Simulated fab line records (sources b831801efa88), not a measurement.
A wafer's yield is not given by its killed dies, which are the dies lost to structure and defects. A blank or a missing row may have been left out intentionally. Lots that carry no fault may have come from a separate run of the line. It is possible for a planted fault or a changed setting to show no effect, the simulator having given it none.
Comparing a struck lot with a sound one	flow gf180mcu	15 out of 602 route steps
Sound: these wafers, L618.2, L618.3, L618.5. Wafers struck: L610.3, L610.4, L610.6. The cause is named last.
Per side, at each step with rows, come the tool, then ch with its chambers, and then its first start. Under that, the readings that differ: sound wafers	struck wafers	difference of the means	sigmas: that difference in standard deviations of wafers without a fault.
alike: readings whose means differ by less than 2 such deviations, and words and numbers that are the same on both sides. not compared: withheld readings, readings that some wafer has no value for, bounds like >300 that may hide the same value, and numbers for which the record gives no deviation and whose values overlap.
Wherever a step has rows on one side only, a row that says differs or no value, or a row with sigmas, the two part there. Numbers that have no deviation but don't overlap get no sigmas and don't part them. A reading missing from all wafers of one side parts the sides only when that side holds two or more wafers.

GF_V4_CMP_04: polishes SiO2.
  sound on cmp-01 ch 0,2,3, day 28 05:04; struck on cmp-02 ch 0,2, day 25 19:29
  alike: motor current A, slurry flow ml min, time to endpoint s
GF_V4_BOW_MEAS_05:
  sound on film metro-03, day 28 05:23; struck on film metro-04, day 25 19:47
  alike: V4_BOW
then, 8 steps without rows for these wafers: GF_V4_DEHYDRATE_06 (time 60 s); GF_V4_HMDS_07 (prime time 60 s); GF_V4_COAT_08; GF_V4_COAT_09 (resist thk 1000 nm); GF_V4_SOFTBAKE_10 (time 60 s); GF_V4_EXPOSE_11 (exposes mask Via4, target cd 260 nm); GF_V4_PEB_12 (peb time 90 s); GF_V4_DEVELOP_13 (develop time 60 s).
GF_V4_CD_MEAS_14: the cd target is 260 nm.
  sound on cd sem-02, day 29 01:27; struck on cd sem-02, day 26 17:34
  alike: cd nm
GF_V4_OVL_MEAS_15:
  sound on overlay-02, day 29 01:34; struck on overlay-01, day 26 17:40
  alike: V4_OVL
GF_V4_ETCH_16: etches BARC in N2/H2.
  sound on rie diel-03 ch 2,3, day 29 01:35; struck on rie diel-03 ch 1,2,3, day 26 17:41
reading	sound	struck	difference	sigmas
bias w (W)	99.7 99.5 99.8	110.5 110.9 110.4	+10.9	+35
  alike: chamber pressure mTorr, drypump motor current A, h2 flow sccm, n2 flow sccm, oes product au, throttle valve pct
GF_V4_ETCH_17: etches SiO2 in C4F8/O2/Ar, stops on TiN, target depth 630 nm.
  sound on rie diel-03 ch 2,3; struck on rie diel-03 ch 1,2,3
  alike: bias w, chamber pressure mTorr, oes product au
GF_PASSIVATION_PROBE_99:
  the record holds rows for the sound wafers here (prober-01, day 33 02:56) but none for the struck ones

WHERE THEY PART
First at GF_V4_ETCH_16; last, within this record, at GF_PASSIVATION_PROBE_99.

WHY: whatever the simulator had introduced
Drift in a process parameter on rie diel-03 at GF_V4_ETCH_16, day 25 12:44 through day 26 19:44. From 100, the setting bias w moved by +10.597. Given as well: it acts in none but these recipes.
